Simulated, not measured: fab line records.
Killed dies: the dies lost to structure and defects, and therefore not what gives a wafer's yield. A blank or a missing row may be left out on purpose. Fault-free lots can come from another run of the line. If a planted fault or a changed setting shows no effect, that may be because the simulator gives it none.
Comparing a struck lot with a sound one ; flow sky130 ; 15 out of 708 route steps
Sound: the wafers L937.3, L937.4, L937.5. Wafers L942.2, L942.5, L942.6 were the ones struck. The cause comes at the end.
Per side, at each step with rows, come the tool, then ch with its chambers, and then its first start. Under that, the readings that differ: sound wafers ; struck wafers ; difference of the means ; sigmas: that difference in standard deviations of wafers without a fault.
alike: words and numbers the same on both sides, and readings whose means are apart by under 2 such deviations; not compared: readings that were withheld, readings missing a value for some wafer, numbers with overlapping values and no deviation given by the record, and bounds like >300 which may hide the same value.
A row with sigmas, a row that says differs or no value, or rows on one side alone: a step with any of these is where the two part. Numbers that don't overlap but have no deviation are shown without sigmas and don't part them. A reading that every wafer of one side lacks parts them only if that side has two wafers or more.

first, 1 step without rows for these wafers: SKY_GATE_OXIDE_OXIDATION_01 (stabilise 600 s, purge 300 s, target thk 10.268 nm).
SKY_GATE_OXIDE_THK_MEAS_02:
  struck on film metro-02, day 15 17:12; sound on film metro-02, day 13 06:30
  alike: GATE_OXIDE_OXIDATION_00_THK
then, 7 steps without rows for these wafers: SKY_GATE_OXIDE_DEHYDRATE_03 (time 60 s); SKY_GATE_OXIDE_HMDS_04 (prime time 60 s); SKY_GATE_OXIDE_COAT_05 (resist thk 1140 nm); SKY_GATE_OXIDE_SOFTBAKE_06 (time 60 s); SKY_GATE_OXIDE_EXPOSE_07 (exposes mask LVOM, target cd 600 nm); SKY_GATE_OXIDE_PEB_08; SKY_GATE_OXIDE_DEVELOP_09 (develop time 60 s).
SKY_GATE_OXIDE_OVL_MEAS_10:
  struck on overlay-02, day 16 21:04; sound on overlay-02, day 14 08:11
  alike: GATE_OXIDE_OVL
then, 2 steps without rows for these wafers: SKY_GATE_OXIDE_IMPLANT_11; SKY_GATE_OXIDE_WET_ETCH_12 (etches SiO2 in dHF, target depth 16.8 nm, time 336 s).
SKY_GATE_OXIDE_STRIP_13: strips in O2/N2.
  sound on plasma asher-01 ch 0,1, day 14 08:29; struck on plasma asher-04 ch 0,1, day 16 21:21
reading;sound;struck;difference;sigmas
oes product au (a.u.);0.714 0.711 0.717;0.949 0.948 0.941;+0.232;+49
strip time to endpoint s (s);14.19 14.15 14.13;- - -;no value on the struck wafers;
model.NOVOLAK_of_GATE_OXIDE_COAT_05.thk nm (nm);0 0 0;264.5 264.5 264.7;+264.6;
  alike: drypump motor current A
  not compared: rf hours counter h
SKY_GATE_OXIDE_TW_MEAS_14:
  struck on film metro-03, day 16 21:28; sound on film metro-02, day 14 08:35
  alike: GATE_OXIDE_TW
-- record jumps: 31 days separate the struck wafers' starts on either side; left off in module GATE_OXIDE, taken up again in module PAD_OPEN, whose first shown step is the route's number 708 --
SKY_PAD_OPEN_PROBE_99:
  struck on prober-02, day 47 23:47; sound on prober-02, day 46 01:16
reading;sound;struck;difference;sigmas
killed at front end;13 10 18;423 415 409;+402;+91
killed dies;94 78 87;492 492 492;+406;+43
killed on rim;23 19 15;96 96 96;+77;+20
  alike: killed_at_M0_to_M3, killed_at_M4_up, killed at contacts, killed at other, killed open, killed short

## WHERE THEY PART
Earliest at SKY_GATE_OXIDE_STRIP_13; latest, in this record, at SKY_PAD_OPEN_PROBE_99.

WHY: what had been put in by the simulator
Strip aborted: plasma asher-04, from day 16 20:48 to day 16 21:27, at SKY_GATE_OXIDE_STRIP_13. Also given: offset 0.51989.
